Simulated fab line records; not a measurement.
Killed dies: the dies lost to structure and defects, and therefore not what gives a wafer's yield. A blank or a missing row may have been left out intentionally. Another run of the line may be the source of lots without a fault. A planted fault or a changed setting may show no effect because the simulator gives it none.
Which tool did it? | flow gf180mcu | Sampling: 13 lots, 39 wafers, 4 of 602 route steps

## WHAT THE GAUGES SHOWED, per wafer
GF_V1_BOW_MEAS_05.
lot  | measured     | on            | V1_BOW (um)
L935 | day 17 06:58 | film_metro-04 | 73 81 70
L936 | day 17 17:56 | film_metro-02 | 76 83 78
L937 | day 18 01:20 | film_metro-02 | 79 87 86
L939 | day 19 05:56 | film_metro-04 | 95 79 95
L942 | day 20 05:34 | film_metro-02 | 69 74 76
L943 | day 20 13:16 | film_metro-03 | 92 68 84
L944 | day 21 03:50 | film_metro-03 | 76 87 85
L950 | day 23 04:57 | film_metro-02 | 65 64 87
L951 | day 23 17:04 | film_metro-04 | 97 87 84
L952 | day 23 21:57 | film_metro-02 | 74 64 77
L953 | day 23 23:04 | film_metro-03 | 76 85 78
L954 | day 24 07:46 | film_metro-02 | 81 86 77
L957 | day 25 03:19 | film_metro-04 | 79 78 83

GF_V1_CD_MEAS_14: target cd 260 nm.
lot  | measured     | on        | cd_nm (nm)
L935 | day 18 06:16 | cd_sem-02 | 260.5 260.3 259.8
L936 | day 18 17:50 | cd_sem-02 | 260.7 260.7 260.1
L937 | day 19 00:47 | cd_sem-02 | 260.5 259.9 260.7
L939 | day 20 05:56 | cd_sem-02 | 261.1 261.5 261.1
L942 | day 21 05:36 | cd_sem-01 | 260.0 260.7 260.6
L943 | day 21 13:18 | cd_sem-01 | 260.4 259.2 259.7
L944 | day 22 02:33 | cd_sem-01 | 259.8 259.8 258.9
L950 | day 24 03:42 | cd_sem-01 | 234.2 233.3 233.3
L951 | day 24 15:05 | cd_sem-01 | 257.5 259.0 259.3
L952 | day 24 19:44 | cd_sem-01 | 261.3 261.4 262.2
L953 | day 24 21:20 | cd_sem-02 | 259.4 258.4 259.0
L954 | day 25 05:27 | cd_sem-02 | 259.8 261.0 261.1
L957 | day 26 00:35 | cd_sem-02 | 261.5 260.3 260.3

## TOOL THAT RAN EACH LOT (tool first, then ch and the chambers of the sampled wafers, then the start)
lot  | GF_M1_STRIP_17                       | GF_V1_SOFTBAKE_10
L935 | plasma_asher-04 ch 0,1, day 17 05:52 | litho_track-04 ch 0, day 17 18:00
L936 | plasma_asher-03 ch 0,1, day 17 16:46 | litho_track-01 ch 0, day 18 05:00
L937 | plasma_asher-02 ch 0,1, day 18 00:13 | litho_track-04 ch 0, day 18 13:00
L939 | plasma_asher-04 ch 0,1, day 19 04:44 | litho_track-04 ch 0, day 19 18:00
L942 | plasma_asher-03 ch 0,1, day 20 04:25 | litho_track-04 ch 0, day 20 17:00
L943 | plasma_asher-02 ch 0,1, day 20 12:08 | litho_track-03 ch 0, day 21 01:00
L944 | plasma_asher-03 ch 0,1, day 21 02:42 | litho_track-04 ch 0, day 21 15:00
L950 | plasma_asher-04 ch 1, day 23 03:49   | litho_track-04 ch 0, day 23 16:00
L951 | plasma_asher-02 ch 0,1, day 23 15:57 | litho_track-03 ch 0, day 24 04:00
L952 | plasma_asher-04 ch 0,1, day 23 20:49 | litho_track-03 ch 0, day 24 08:00
L953 | plasma_asher-03 ch 0,1, day 23 21:55 | litho_track-01 ch 0, day 24 10:00
L954 | plasma_asher-02 ch 0,1, day 24 06:36 | litho_track-03 ch 0, day 24 18:00
L957 | plasma_asher-03 ch 0,1, day 25 02:12 | litho_track-01 ch 0, day 25 14:00
- GF_M1_STRIP_17: strips in O2/N2.
- GF_V1_SOFTBAKE_10: time 60 s.

## AS READ BY THE TOOLS THEMSELVES (means over the sampled wafers that have a number; for cases with no such wafer, the mark the record gives instead)
GF_M1_STRIP_17.
lot  | tool            | drypump_motor_current_A (A) | heater_power_w (W) | oes_product_au (a.u.) | strip_time_to_endpoint_s (s)
L935 | plasma_asher-04 | 6.2                         | 316                | 0.562                 | 7.95
L936 | plasma_asher-03 | 5.5                         | 346                | 0.563                 | 7.95
L937 | plasma_asher-02 | 6.2                         | 404                | 0.558                 | 7.96
L939 | plasma_asher-04 | 6.1                         | 319                | 0.558                 | 7.98
L942 | plasma_asher-03 | 5.5                         | 342                | 0.562                 | 7.90
L943 | plasma_asher-02 | 6.2                         | 407                | 0.565                 | 8.00
L944 | plasma_asher-03 | 5.8                         | 331                | 0.562                 | 7.98
L950 | plasma_asher-04 | 6.2                         | 332                | 0.561                 | 7.96
L951 | plasma_asher-02 | 6.4                         | 405                | 0.562                 | 8.01
L952 | plasma_asher-04 | 6.2                         | 317                | 0.559                 | 7.98
L953 | plasma_asher-03 | 5.8                         | 326                | 0.561                 | 7.97
L954 | plasma_asher-02 | 6.4                         | 403                | 0.553                 | 7.90
L957 | plasma_asher-03 | 5.5                         | 338                | 0.568                 | 8.02

GF_V1_SOFTBAKE_10.
lot  | tool           | heater_power_total_W (W) | plate_temp_C (C)
L935 | litho_track-04 | 93.01                    | 129.82
L936 | litho_track-01 | 93.01                    | 130.02
L937 | litho_track-04 | 93.03                    | 129.94
L939 | litho_track-04 | 93.08                    | 129.98
L942 | litho_track-04 | 93.09                    | 130.31
L943 | litho_track-03 | 93.04                    | 129.91
L944 | litho_track-04 | 93.09                    | 129.97
L950 | litho_track-04 | 76.03                    | 111.54
L951 | litho_track-03 | 93.04                    | 130.24
L952 | litho_track-03 | 93.08                    | 129.75
L953 | litho_track-01 | 93.03                    | 129.98
L954 | litho_track-03 | 93.05                    | 130.16
L957 | litho_track-01 | 93.08                    | 130.03

## THE ANSWER, worked out from the rows above alone
Rule: the usual values come from the lots themselves. Put in order of their means at a reading, lots are off if they are a third of the lots or fewer, leave a main group of 4 or more, and stand apart from it by a gap of 3 or more times the standard deviation of the main group's means; of several such gaps the widest counts. A main group whose means are all the same, to the digits that the tables above print for the reading, isn't used. Also off: a lot with no number at a reading for which 4 or more lots have one. Any other lot the step has rows for is counted as sound. The gauges are gone through in route order, then the tools' own readings, and for those a lot's mean is taken as printed above. At the first step where some lot is off, the reading lying furthest off is the one used; lots without a number count as furthest.
Off, at GF_V1_CD_MEAS_14 on cd_nm: L950. For the main group the mean is 260.2 nm and the standard deviation 0.85.
If a tool, at a process step before that reading, ran all the lots that are off and no sound lot after the first of them, it fits. The gauges at GF_V1_CD_MEAS_14 aren't tried: what is off there is off at GF_V1_SOFTBAKE_10 too, on other tools, and a gauge's error can't cause that. One fits: GF_V1_SOFTBAKE_10 on litho_track-04. A fault onset in the window from L944 (day 21 15:00, its last sound lot) to L950 (day 23 16:00, its first lot off) fits.
The tool's own readings at GF_V1_SOFTBAKE_10 bear it out: on the lots that are off they differ by more than 5 times the standard deviation of the sound lots' means. heater_power_total_W reads 76.03 W there against 93.05 W on the sound lots; plate_temp_C reads 111.54 C there against 130.01 C on the sound lots.

## WHAT HAD BEEN PUT IN BY THE SIMULATOR
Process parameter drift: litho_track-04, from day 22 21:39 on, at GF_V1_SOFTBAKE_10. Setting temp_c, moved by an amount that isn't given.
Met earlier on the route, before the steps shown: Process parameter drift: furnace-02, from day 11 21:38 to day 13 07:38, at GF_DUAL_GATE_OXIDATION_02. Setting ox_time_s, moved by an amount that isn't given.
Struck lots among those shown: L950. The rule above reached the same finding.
